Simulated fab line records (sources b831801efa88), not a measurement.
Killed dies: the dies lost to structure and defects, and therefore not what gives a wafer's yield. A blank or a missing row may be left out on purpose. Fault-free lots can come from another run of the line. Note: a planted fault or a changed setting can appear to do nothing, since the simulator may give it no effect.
Which tool is to blame? / flow sky130 / 12 lots, 36 wafers sampled, at 5 steps of a route of 708

== WHAT THE GAUGES SHOWED, per wafer ==
SKY_VT_ADJUST_HVTP_CD_MEAS_07: target cd 380 nm. Usual: cd_nm at 380.6 nm, with a standard deviation of 2.8.
lot=L656; measured=day 6 04:10; on=cd_sem-01; cd_nm (nm)=379.4 381.3 382.0; flag=
lot=L657; measured=day 6 09:17; on=cd_sem-02; cd_nm (nm)=378.9 376.5 377.2; flag=
lot=L659; measured=day 6 23:19; on=cd_sem-02; cd_nm (nm)=376.1 376.5 378.5; flag=
lot=L662; measured=day 7 22:43; on=cd_sem-02; cd_nm (nm)=378.4 378.8 378.3; flag=
lot=L664; measured=day 8 05:42; on=cd_sem-02; cd_nm (nm)=378.9 382.0 383.3; flag=
lot=L665; measured=day 8 10:50; on=cd_sem-02; cd_nm (nm)=385.8 384.7 382.7; flag=
lot=L666; measured=day 9 01:19; on=cd_sem-01; cd_nm (nm)=377.9 375.8 375.8; flag=
lot=L674; measured=day 10 23:35; on=cd_sem-02; cd_nm (nm)=380.4 379.1 378.5; flag=
lot=L675; measured=day 11 05:14; on=cd_sem-01; cd_nm (nm)=383.3 380.2 383.7; flag=
lot=L676; measured=day 11 05:53; on=cd_sem-01; cd_nm (nm)=382.7 382.2 381.3; flag=
lot=L677; measured=day 11 12:23; on=cd_sem-01; cd_nm (nm)=380.5 384.1 380.1; flag=
lot=L678; measured=day 12 01:16; on=cd_sem-02; cd_nm (nm)=382.7 382.7 385.1; flag=

SKY_SONOS_ONO_CD_MEAS_13: target cd 410 nm. Usual: cd_nm at 410.1 nm, with a standard deviation of 2.6.
lot=L656; measured=day 12 17:40; on=cd_sem-01; cd_nm (nm)=408.8 408.2 407.0; flag=
lot=L657; measured=day 12 23:31; on=cd_sem-01; cd_nm (nm)=411.6 415.7 413.8; flag=
lot=L659; measured=day 14 00:29; on=cd_sem-01; cd_nm (nm)=410.4 410.9 411.0; flag=
lot=L662; measured=day 15 00:13; on=cd_sem-01; cd_nm (nm)=410.7 409.1 409.8; flag=
lot=L664; measured=day 15 07:51; on=cd_sem-02; cd_nm (nm)=387.5 384.4 396.2; flag=OFF
lot=L665; measured=day 15 18:27; on=cd_sem-01; cd_nm (nm)=394.4 389.8 380.8; flag=OFF
lot=L666; measured=day 16 08:52; on=cd_sem-02; cd_nm (nm)=416.7 411.3 415.0; flag=
lot=L674; measured=day 18 19:29; on=cd_sem-02; cd_nm (nm)=413.8 411.3 413.1; flag=
lot=L675; measured=day 19 06:25; on=cd_sem-01; cd_nm (nm)=406.3 407.0 406.4; flag=
lot=L676; measured=day 19 13:54; on=cd_sem-02; cd_nm (nm)=413.8 413.3 413.0; flag=
lot=L677; measured=day 19 17:23; on=cd_sem-01; cd_nm (nm)=413.4 412.5 413.0; flag=
lot=L678; measured=day 20 10:49; on=cd_sem-02; cd_nm (nm)=408.3 410.0 409.5; flag=

== TOOL THAT RAN EACH LOT (tool first, then ch and the chambers of the sampled wafers, then the start) ==
lot=L656; SKY_FIELD_ISO_ETCH_17=rie_si-01 ch 0,2,3, day 2 04:10; SKY_VT_ADJUST_HVTR_STRIP_10=plasma_asher-02 ch 0,1, day 9 14:16; SKY_SONOS_ONO_EXPOSE_10=iline_stepper-01 ch 0, day 12 05:22
lot=L657; SKY_FIELD_ISO_ETCH_17=rie_si-01 ch 0,1,2, day 2 08:37; SKY_VT_ADJUST_HVTR_STRIP_10=plasma_asher-02 ch 0,1, day 9 18:04; SKY_SONOS_ONO_EXPOSE_10=iline_stepper-02 ch 0, day 12 11:49
lot=L659; SKY_FIELD_ISO_ETCH_17=rie_si-02 ch 0,1, day 2 22:55; SKY_VT_ADJUST_HVTR_STRIP_10=plasma_asher-01 ch 1, day 10 13:16; SKY_SONOS_ONO_EXPOSE_10=iline_stepper-02 ch 0, day 13 12:31
lot=L662; SKY_FIELD_ISO_ETCH_17=rie_si-01 ch 0,1,3, day 3 12:55; SKY_VT_ADJUST_HVTR_STRIP_10=plasma_asher-04 ch 1, day 11 14:23; SKY_SONOS_ONO_EXPOSE_10=iline_stepper-02 ch 0, day 14 11:31
lot=L664; SKY_FIELD_ISO_ETCH_17=rie_si-02 ch 0,2,3, day 3 21:46; SKY_VT_ADJUST_HVTR_STRIP_10=plasma_asher-01 ch 0,1, day 11 22:14; SKY_SONOS_ONO_EXPOSE_10=iline_stepper-02 ch 0, day 14 18:19
lot=L665; SKY_FIELD_ISO_ETCH_17=rie_si-02 ch 0,2,3, day 4 04:31; SKY_VT_ADJUST_HVTR_STRIP_10=plasma_asher-02 ch 0,1, day 12 04:27; SKY_SONOS_ONO_EXPOSE_10=iline_stepper-02 ch 0, day 15 04:18
lot=L666; SKY_FIELD_ISO_ETCH_17=rie_si-02 ch 1,2, day 4 13:40; SKY_VT_ADJUST_HVTR_STRIP_10=plasma_asher-04 ch 0,1, day 12 19:47; SKY_SONOS_ONO_EXPOSE_10=iline_stepper-01 ch 0, day 15 19:35
lot=L674; SKY_FIELD_ISO_ETCH_17=rie_si-02 ch 0,2, day 6 02:25; SKY_VT_ADJUST_HVTR_STRIP_10=plasma_asher-01 ch 0,1, day 15 00:55; SKY_SONOS_ONO_EXPOSE_10=iline_stepper-02 ch 0, day 18 05:19
lot=L675; SKY_FIELD_ISO_ETCH_17=rie_si-01 ch 0,1,2, day 6 07:07; SKY_VT_ADJUST_HVTR_STRIP_10=plasma_asher-01 ch 0,1, day 15 10:16; SKY_SONOS_ONO_EXPOSE_10=iline_stepper-01 ch 0, day 18 15:12
lot=L676; SKY_FIELD_ISO_ETCH_17=rie_si-01 ch 1,3, day 6 12:25; SKY_VT_ADJUST_HVTR_STRIP_10=plasma_asher-02 ch 0, day 15 11:09; SKY_SONOS_ONO_EXPOSE_10=iline_stepper-02 ch 0, day 18 23:28
lot=L677; SKY_FIELD_ISO_ETCH_17=rie_si-01 ch 0,2,3, day 6 18:55; SKY_VT_ADJUST_HVTR_STRIP_10=plasma_asher-01 ch 0,1, day 15 19:06; SKY_SONOS_ONO_EXPOSE_10=iline_stepper-02 ch 0, day 19 02:53
lot=L678; SKY_FIELD_ISO_ETCH_17=rie_si-01 ch 0,1,2, day 7 02:01; SKY_VT_ADJUST_HVTR_STRIP_10=plasma_asher-04 ch 0,1, day 16 09:00; SKY_SONOS_ONO_EXPOSE_10=iline_stepper-01 ch 0, day 19 19:56
- SKY_FIELD_ISO_ETCH_17: etches Si in HBr/Cl2/O2, target depth 342 nm, time 97.7 s.
- SKY_VT_ADJUST_HVTR_STRIP_10: strips in O2/N2.
- SKY_SONOS_ONO_EXPOSE_10: exposes mask ONOM, target cd 410 nm.

== WHAT THE TOOLS THEMSELVES READ (means of the sampled wafers that have a number; where no wafer has one, the mark that the record gives instead) ==
SKY_FIELD_ISO_ETCH_17. Usual: drypump_motor_current_A 5.7 A, standard deviation 0.46; mfc_cl2_sccm 40.01 sccm, standard deviation 0.11; oes_product_au 1.002 a.u., standard deviation 0.0098; throttle_valve_pct 25.656 %, standard deviation 0.011.
lot=L656; tool=rie_si-01; drypump_motor_current_A (A)=5.2; mfc_cl2_sccm (sccm)=39.91; oes_product_au (a.u.)=1.004; throttle_valve_pct (%)=25.653; flag=
lot=L657; tool=rie_si-01; drypump_motor_current_A (A)=5.5; mfc_cl2_sccm (sccm)=40.06; oes_product_au (a.u.)=0.993; throttle_valve_pct (%)=25.663; flag=
lot=L659; tool=rie_si-02; drypump_motor_current_A (A)=6.3; mfc_cl2_sccm (sccm)=39.97; oes_product_au (a.u.)=0.997; throttle_valve_pct (%)=25.667; flag=
lot=L662; tool=rie_si-01; drypump_motor_current_A (A)=5.5; mfc_cl2_sccm (sccm)=40.07; oes_product_au (a.u.)=1.001; throttle_valve_pct (%)=25.657; flag=
lot=L664; tool=rie_si-02; drypump_motor_current_A (A)=5.9; mfc_cl2_sccm (sccm)=40.10; oes_product_au (a.u.)=1.001; throttle_valve_pct (%)=25.656; flag=
lot=L665; tool=rie_si-02; drypump_motor_current_A (A)=5.9; mfc_cl2_sccm (sccm)=39.99; oes_product_au (a.u.)=1.009; throttle_valve_pct (%)=25.652; flag=
lot=L666; tool=rie_si-02; drypump_motor_current_A (A)=5.8; mfc_cl2_sccm (sccm)=40.01; oes_product_au (a.u.)=1.009; throttle_valve_pct (%)=25.655; flag=
lot=L674; tool=rie_si-02; drypump_motor_current_A (A)=5.7; mfc_cl2_sccm (sccm)=39.95; oes_product_au (a.u.)=1.008; throttle_valve_pct (%)=25.650; flag=
lot=L675; tool=rie_si-01; drypump_motor_current_A (A)=5.5; mfc_cl2_sccm (sccm)=40.05; oes_product_au (a.u.)=1.002; throttle_valve_pct (%)=25.649; flag=
lot=L676; tool=rie_si-01; drypump_motor_current_A (A)=5.7; mfc_cl2_sccm (sccm)=39.96; oes_product_au (a.u.)=0.994; throttle_valve_pct (%)=25.662; flag=
lot=L677; tool=rie_si-01; drypump_motor_current_A (A)=5.2; mfc_cl2_sccm (sccm)=40.06; oes_product_au (a.u.)=0.999; throttle_valve_pct (%)=25.660; flag=
lot=L678; tool=rie_si-01; drypump_motor_current_A (A)=5.5; mfc_cl2_sccm (sccm)=40.10; oes_product_au (a.u.)=0.994; throttle_valve_pct (%)=25.663; flag=

SKY_VT_ADJUST_HVTR_STRIP_10. Usual: drypump_motor_current_A 5.6 A, standard deviation 0.43; oes_product_au 0.715 a.u., standard deviation 0.0046; strip_time_to_endpoint_s 14.18 s, standard deviation 0.045.
lot=L656; tool=plasma_asher-02; drypump_motor_current_A (A)=5.9; oes_product_au (a.u.)=0.715; strip_time_to_endpoint_s (s)=14.16; flag=
lot=L657; tool=plasma_asher-02; drypump_motor_current_A (A)=5.9; oes_product_au (a.u.)=0.715; strip_time_to_endpoint_s (s)=14.09; flag=
lot=L659; tool=plasma_asher-01; drypump_motor_current_A (A)=5.2; oes_product_au (a.u.)=0.717; strip_time_to_endpoint_s (s)=14.27; flag=
lot=L662; tool=plasma_asher-04; drypump_motor_current_A (A)=6.5; oes_product_au (a.u.)=0.711; strip_time_to_endpoint_s (s)=14.23; flag=
lot=L664; tool=plasma_asher-01; drypump_motor_current_A (A)=5.3; oes_product_au (a.u.)=0.714; strip_time_to_endpoint_s (s)=14.14; flag=
lot=L665; tool=plasma_asher-02; drypump_motor_current_A (A)=5.9; oes_product_au (a.u.)=0.718; strip_time_to_endpoint_s (s)=14.19; flag=
lot=L666; tool=plasma_asher-04; drypump_motor_current_A (A)=5.6; oes_product_au (a.u.)=0.719; strip_time_to_endpoint_s (s)=14.18; flag=
lot=L674; tool=plasma_asher-01; drypump_motor_current_A (A)=5.3; oes_product_au (a.u.)=0.718; strip_time_to_endpoint_s (s)=14.13; flag=
lot=L675; tool=plasma_asher-01; drypump_motor_current_A (A)=5.4; oes_product_au (a.u.)=0.712; strip_time_to_endpoint_s (s)=14.14; flag=
lot=L676; tool=plasma_asher-02; drypump_motor_current_A (A)=5.9; oes_product_au (a.u.)=0.715; strip_time_to_endpoint_s (s)=14.19; flag=
lot=L677; tool=plasma_asher-01; drypump_motor_current_A (A)=5.3; oes_product_au (a.u.)=0.715; strip_time_to_endpoint_s (s)=14.21; flag=
lot=L678; tool=plasma_asher-04; drypump_motor_current_A (A)=6.0; oes_product_au (a.u.)=0.714; strip_time_to_endpoint_s (s)=14.20; flag=

SKY_SONOS_ONO_EXPOSE_10. Usual: reticle_temp_C at 22.99 C, with a standard deviation of 0.11.
lot=L656; tool=iline_stepper-01; reticle_temp_C (C)=22.99; flag=
lot=L657; tool=iline_stepper-02; reticle_temp_C (C)=23.00; flag=
lot=L659; tool=iline_stepper-02; reticle_temp_C (C)=23.03; flag=
lot=L662; tool=iline_stepper-02; reticle_temp_C (C)=22.89; flag=
lot=L664; tool=iline_stepper-02; reticle_temp_C (C)=23.00; flag=
lot=L665; tool=iline_stepper-02; reticle_temp_C (C)=23.08; flag=
lot=L666; tool=iline_stepper-01; reticle_temp_C (C)=22.89; flag=
lot=L674; tool=iline_stepper-02; reticle_temp_C (C)=22.99; flag=
lot=L675; tool=iline_stepper-01; reticle_temp_C (C)=22.95; flag=
lot=L676; tool=iline_stepper-02; reticle_temp_C (C)=22.94; flag=
lot=L677; tool=iline_stepper-02; reticle_temp_C (C)=22.99; flag=
lot=L678; tool=iline_stepper-01; reticle_temp_C (C)=23.03; flag=

== THE ANSWER, worked out from the rows above alone ==
Rule: a lot is off if the mean of its wafers that have a number lies more than 3 standard deviations from the usual mean. Also off: a lot with no number at a reading for which 4 or more lots have one. All remaining lots with rows at the step are treated as sound. The gauges are gone through in route order, then the tools' own readings, and for those a lot's mean is taken as printed above. At the first step where some lot is off, the reading lying furthest off is the one used; lots without a number count as furthest.
Off: L664, L665, at SKY_SONOS_ONO_CD_MEAS_13 (cd_nm).
A tool fits if, at a process step before that reading, it ran every lot that is off, and no sound lot after the first of them. The gauges at SKY_SONOS_ONO_CD_MEAS_13 are tried like those tools. Not one of the candidates tried fits.

== WHAT WAS PUT IN BY THE SIMULATOR ==
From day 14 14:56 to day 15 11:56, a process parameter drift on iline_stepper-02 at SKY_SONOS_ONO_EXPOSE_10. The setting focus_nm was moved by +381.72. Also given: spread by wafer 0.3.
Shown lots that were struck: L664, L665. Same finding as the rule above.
